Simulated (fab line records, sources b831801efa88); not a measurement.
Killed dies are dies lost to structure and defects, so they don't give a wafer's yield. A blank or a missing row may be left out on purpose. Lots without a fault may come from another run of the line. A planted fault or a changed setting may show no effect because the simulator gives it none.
A struck lot beside a sound one | flow gf180mcu | 14 steps out of a route of 602
Sound: wafers L345.2, L345.5, L345.6. Struck: wafers L354.1, L354.3, L354.4. The cause comes at the end.
At each step with rows: each side's tool, then ch and its chambers, then its first start. Under that, the readings that differ: sound wafers | struck wafers | difference of the means | sigmas: that difference in standard deviations of wafers without a fault.
alike: readings whose means differ by less than 2 such deviations, and words and numbers that are the same on both sides. not compared: withheld readings, readings that some wafer has no value for, bounds like >300 that may hide the same value, and numbers for which the record gives no deviation and whose values overlap.
The two part at a step that has a row with sigmas, a row that says differs or no value, or rows on one side only. Numbers that don't overlap but have no deviation are shown without sigmas and don't part them. A reading that every wafer of one side lacks parts them only if that side has two wafers or more.

GF_V5_THK_MEAS_01:
  sound on film_metro-03, day 28 12:41; struck on film_metro-02, day 31 02:35
  alike: V5_CVD_00_THK
GF_V5_CVD_02: deposits SiO2 from TEOS, target thk 1450 nm, time 163.28 s.
  sound on pecvd-02 ch 0,1,2, day 28 12:44; struck on pecvd-01 ch 0,2, day 31 02:38
  alike: heater_power_w, rf_fwd_power_W
GF_V5_THK_MEAS_03:
  sound on film_metro-02, day 28 12:51; struck on film_metro-01, day 31 02:45
  alike: V5_CVD_02_THK
GF_V5_CMP_04: polishes SiO2.
  sound on cmp-01 ch 0,1, day 28 12:57; struck on cmp-02 ch 0,1,3, day 31 02:52
  alike: motor_current_A, retaining_ring_pressure_frac, slurry_flow_ml_min
GF_V5_BOW_MEAS_05:
  sound on film_metro-01, day 28 13:13; struck on film_metro-01, day 31 03:07
  alike: V5_BOW
then, 4 steps without rows for these wafers: GF_V5_DEHYDRATE_06 (time 60 s); GF_V5_HMDS_07 (prime time 60 s); GF_V5_COAT_08; GF_V5_COAT_09 (resist thk 1000 nm).
GF_V5_SOFTBAKE_10: time 60.8 s.
  sound on litho_track-04 ch 0; struck on litho_track-03 ch 0
  alike: plate_sensor_t_centre_C, plate_sensor_t_edge_C, softbake_temp_c
then, 2 steps without rows for these wafers: GF_V5_EXPOSE_11 (exposes mask Via5, target cd 260 nm); GF_V5_PEB_12 (peb time 90 s).
GF_V5_DEVELOP_13: develop time 60 s.
  sound on litho_track-03 ch 0, day 29 10:08; struck on litho_track-02, day 31 22:15
  no value came back on the struck wafers for chill_plate_temp_C (C), develop_time_s (s); on the sound wafers chill_plate_temp_C (C) reads 22.97 23.04 23.04
  reading                             | sound             | struck          | difference | sigmas
  model.KrF_of_V5_COAT_09.thk_nm (nm) | 984.4 985.9 984.2 | 999 998.1 999.2 | +14        |
GF_V5_CD_MEAS_14: target cd 260 nm.
  sound on cd_sem-01, day 29 10:17; struck on cd_sem-01, day 31 22:24
  reading    | sound             | struck | difference                    | sigmas
  cd_nm (nm) | 258.3 258.3 259.2 | - - -  | no value on the struck wafers |

WHERE THEY PART
First at GF_V5_DEVELOP_13; last, within this record, at GF_V5_CD_MEAS_14.

WHY: what the simulator had put in
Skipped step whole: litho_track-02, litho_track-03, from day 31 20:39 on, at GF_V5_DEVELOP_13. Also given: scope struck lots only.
